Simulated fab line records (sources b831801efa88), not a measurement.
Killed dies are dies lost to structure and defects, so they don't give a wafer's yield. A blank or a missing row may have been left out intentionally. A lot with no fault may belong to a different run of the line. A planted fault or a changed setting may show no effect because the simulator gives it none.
Chamber matching || flow gf180mcu || cmp-02 running GF_CONTACT_CMP_04: 4 sister chambers
The step polishes SiO2. 4 wafers are shown with their chamber, then 8 later ones without.

WAFERS WITH THEIR CHAMBER
{"wafer": "L803.1", "chamber": 3, "motor current A (A)": 15.6}
{"wafer": "L807.2", "chamber": 1, "motor current A (A)": 13.8}
{"wafer": "L807.3", "chamber": 2, "motor current A (A)": 11.5}
{"wafer": "L810.1", "chamber": 0, "motor current A (A)": 10.6}

WAFERS WHOSE CHAMBER IS MISSING
{"wafer": "L810.4", "motor current A (A)": 15.0}
{"wafer": "L810.6", "motor current A (A)": 10.8}
{"wafer": "L811.3", "motor current A (A)": 15.1}
{"wafer": "L811.4", "motor current A (A)": 11.1}
{"wafer": "L811.6", "motor current A (A)": 12.9}
{"wafer": "L814.2", "motor current A (A)": 15.0}
{"wafer": "L814.4", "motor current A (A)": 10.0}
{"wafer": "L814.6", "motor current A (A)": 13.8}

WHICH CHAMBER EACH WENT THROUGH
{"wafer": "L810.4", "from the rows above": "can't be placed: 3 or 1", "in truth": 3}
{"wafer": "L810.6", "from the rows above": "can't be placed: 0 or 2", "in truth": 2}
{"wafer": "L811.3", "from the rows above": "can't be placed: 3 or 1", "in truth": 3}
{"wafer": "L811.4", "from the rows above": "can't be placed: 2 or 0", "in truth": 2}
{"wafer": "L811.6", "from the rows above": "can't be placed: 1 or 2", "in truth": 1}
{"wafer": "L814.2", "from the rows above": "can't be placed: 3 or 1", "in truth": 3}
{"wafer": "L814.4", "from the rows above": "can't be placed: 0 or 2", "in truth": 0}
{"wafer": "L814.6", "from the rows above": 1, "in truth": 1}
1 of 8 placed correctly. From these rows, 7 cannot be placed; in 7 the true chamber is one of the candidates. Wrongly placed: 0.
How it was worked out, from the rows above alone: a wafer's distance from a chamber is the root of the sum, over the readings, of the square of ((its reading less the chamber's mean) divided by the reading's scatter). The wafer belongs to the nearest chamber; if the next one is less than 2 further off, it can't be placed. For every chamber, the mean is computed from those of its wafers that are shown. The scatter: with one shown wafer a chamber, the root of the mean of the squares of how far each hidden wafer lies from its nearest shown one.
